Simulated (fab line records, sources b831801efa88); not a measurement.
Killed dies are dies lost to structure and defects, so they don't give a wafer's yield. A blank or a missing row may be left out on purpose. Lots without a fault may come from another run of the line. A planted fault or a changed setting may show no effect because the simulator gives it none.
Which tool did it? | flow gf180mcu | 13 lots, 39 wafers sampled, at 4 steps of a route of 602

WHAT THE GAUGES READ, wafer by wafer
GF_M4_RS_MEAS_05: measures by four-point-probe.
lot  | measured     | on            | M4_ALCU_RS (ohm/sq)
L888 | day 23 05:59 | film_metro-02 | 0.0694 0.0704 0.0706
L890 | day 24 07:34 | film_metro-03 | 0.0693 0.0691 0.0692
L891 | day 24 10:10 | film_metro-02 | 0.0698 0.0696 0.0697
L892 | day 25 04:29 | film_metro-03 | 0.0694 0.0686 0.0691
L897 | day 26 17:40 | film_metro-01 | 0.0700 0.0700 0.0693
L899 | day 27 06:25 | film_metro-03 | 0.0711 0.0717 0.0714
L902 | day 27 18:28 | film_metro-02 | 0.0696 0.0696 0.0692
L903 | day 28 02:22 | film_metro-01 | 0.0702 0.0691 0.0691
L904 | day 28 12:49 | film_metro-01 | 0.0700 0.0700 0.0696
L906 | day 29 02:49 | film_metro-02 | 0.0695 0.0699 0.0698
L907 | day 29 07:40 | film_metro-03 | 0.0682 0.0686 0.0683
L908 | day 30 02:10 | film_metro-03 | 0.0692 0.0686 0.0697
L909 | day 30 02:52 | film_metro-03 | 0.0696 0.0700 0.0695

WHICH TOOL RAN EACH LOT (tool, then ch and the chambers of the sampled wafers, then the start)
lot  | GF_V3_SPUTTER_22             | GF_M4_SPUTTER_01             | GF_M4_SPUTTER_02
L888 | pvd_sputter-01, day 23 05:07 | pvd_sputter-02, day 23 05:50 | pvd_sputter-02, day 23 05:52
L890 | pvd_sputter-01, day 24 06:42 | pvd_sputter-04, day 24 07:26 | pvd_sputter-04, day 24 07:28
L891 | pvd_sputter-01, day 24 09:18 | pvd_sputter-04, day 24 10:02 | pvd_sputter-04, day 24 10:04
L892 | pvd_sputter-01, day 25 03:38 | pvd_sputter-04, day 25 04:22 | pvd_sputter-04, day 25 04:24
L897 | pvd_sputter-02, day 26 16:49 | pvd_sputter-03, day 26 17:32 | pvd_sputter-03, day 26 17:34
L899 | pvd_sputter-03, day 27 05:34 | pvd_sputter-02, day 27 06:18 | pvd_sputter-02, day 27 06:20
L902 | pvd_sputter-02, day 27 17:30 | pvd_sputter-03, day 27 18:20 | pvd_sputter-03, day 27 18:22
L903 | pvd_sputter-03, day 28 01:31 | pvd_sputter-03, day 28 02:15 | pvd_sputter-03, day 28 02:17
L904 | pvd_sputter-01, day 28 11:44 | pvd_sputter-03, day 28 12:42 | pvd_sputter-03, day 28 12:44
L906 | pvd_sputter-02, day 29 01:58 | pvd_sputter-04, day 29 02:41 | pvd_sputter-04, day 29 02:43
L907 | pvd_sputter-01, day 29 06:49 | pvd_sputter-03, day 29 07:32 | pvd_sputter-03, day 29 07:34
L908 | pvd_sputter-02, day 30 01:19 | pvd_sputter-04, day 30 02:02 | pvd_sputter-04, day 30 02:04
L909 | pvd_sputter-03, day 30 02:01 | pvd_sputter-04, day 30 02:44 | pvd_sputter-04, day 30 02:46
- GF_V3_SPUTTER_22: material TiN, target thk 10 nm, time 40 s.
- GF_M4_SPUTTER_01: material TiN, target thk 30 nm, time 25 s.
- GF_M4_SPUTTER_02: material AlCu, target thk 450 nm, time 23.9 s.

WHAT THE TOOLS THEMSELVES READ (means of the sampled wafers that have a number; where no wafer has one, the mark that the record gives instead)
GF_V3_SPUTTER_22.
lot  | tool           | cathode_dc_power_W (W) | throttle_valve_pct (%)
L888 | pvd_sputter-01 | 4000.7                 | 30.4
L890 | pvd_sputter-01 | 4000.4                 | 30.6
L891 | pvd_sputter-01 | 4000.0                 | 30.5
L892 | pvd_sputter-01 | 4000.4                 | 30.2
L897 | pvd_sputter-02 | 4000.2                 | 30.6
L899 | pvd_sputter-03 | 4000.3                 | 29.9
L902 | pvd_sputter-02 | 3999.6                 | 30.5
L903 | pvd_sputter-03 | 4000.3                 | 29.9
L904 | pvd_sputter-01 | 4000.2                 | 30.3
L906 | pvd_sputter-02 | 4000.4                 | 30.4
L907 | pvd_sputter-01 | 4000.1                 | 30.6
L908 | pvd_sputter-02 | 4000.0                 | 30.4
L909 | pvd_sputter-03 | 3999.4                 | 29.8

GF_M4_SPUTTER_01.
lot  | tool           | cathode_dc_power_W (W) | throttle_valve_pct (%)
L888 | pvd_sputter-02 | 6499.8                 | 30.7
L890 | pvd_sputter-04 | 6499.7                 | 31.4
L891 | pvd_sputter-04 | 6136.2                 | 30.7
L892 | pvd_sputter-04 | 6136.1                 | 31.5
L897 | pvd_sputter-03 | 6501.2                 | 29.7
L899 | pvd_sputter-02 | 6499.6                 | 29.8
L902 | pvd_sputter-03 | 6500.0                 | 30.4
L903 | pvd_sputter-03 | 6499.2                 | 29.9
L904 | pvd_sputter-03 | 6499.8                 | 30.1
L906 | pvd_sputter-04 | 6500.3                 | 30.9
L907 | pvd_sputter-03 | 6499.7                 | 30.5
L908 | pvd_sputter-04 | 6500.8                 | 31.5
L909 | pvd_sputter-04 | 6499.8                 | 29.9

GF_M4_SPUTTER_02.
lot  | tool           | cathode_dc_power_W (W) | throttle_valve_pct (%)
L888 | pvd_sputter-02 | 10600                  | 30.5
L890 | pvd_sputter-04 | 10599                  | 31.4
L891 | pvd_sputter-04 | 10601                  | 30.5
L892 | pvd_sputter-04 | 10599                  | 31.3
L897 | pvd_sputter-03 | 10600                  | 29.7
L899 | pvd_sputter-02 | 10601                  | 29.6
L902 | pvd_sputter-03 | 10601                  | 30.5
L903 | pvd_sputter-03 | 10599                  | 29.7
L904 | pvd_sputter-03 | 10601                  | 30.1
L906 | pvd_sputter-04 | 10598                  | 30.7
L907 | pvd_sputter-03 | 10601                  | 30.5
L908 | pvd_sputter-04 | 10602                  | 31.3
L909 | pvd_sputter-04 | 10601                  | 29.9

THE ANSWER, worked out from the rows above alone
Rule: what is usual is taken from the lots themselves. Put in order of their means at a reading, lots are off if they are a third of the lots or fewer, leave a main group of 4 or more, and stand apart from it by a gap of 3 or more times the standard deviation of the main group's means; of several such gaps the widest counts. A main group whose means are all the same, to the digits that the tables above print for the reading, isn't used. A lot without any number at a reading at which 4 lots or more have one is off too. The other lots that the step has rows for count as sound. The gauges are gone through in route order, then the tools' own readings, and for those a lot's mean is taken as printed above. The first step at which some lot is off is used, and at that step the reading that is off furthest; a lot without a number counts as furthest.
Off: L891, L892, at GF_M4_SPUTTER_01 (cathode_dc_power_W). The main group: mean 6500.0 W, standard deviation 0.55.
A tool fits if, at that step or a process step before it, it ran every lot that is off, and no sound lot after the first of them. None of those tried fits.

WHAT THE SIMULATOR HAD PUT IN
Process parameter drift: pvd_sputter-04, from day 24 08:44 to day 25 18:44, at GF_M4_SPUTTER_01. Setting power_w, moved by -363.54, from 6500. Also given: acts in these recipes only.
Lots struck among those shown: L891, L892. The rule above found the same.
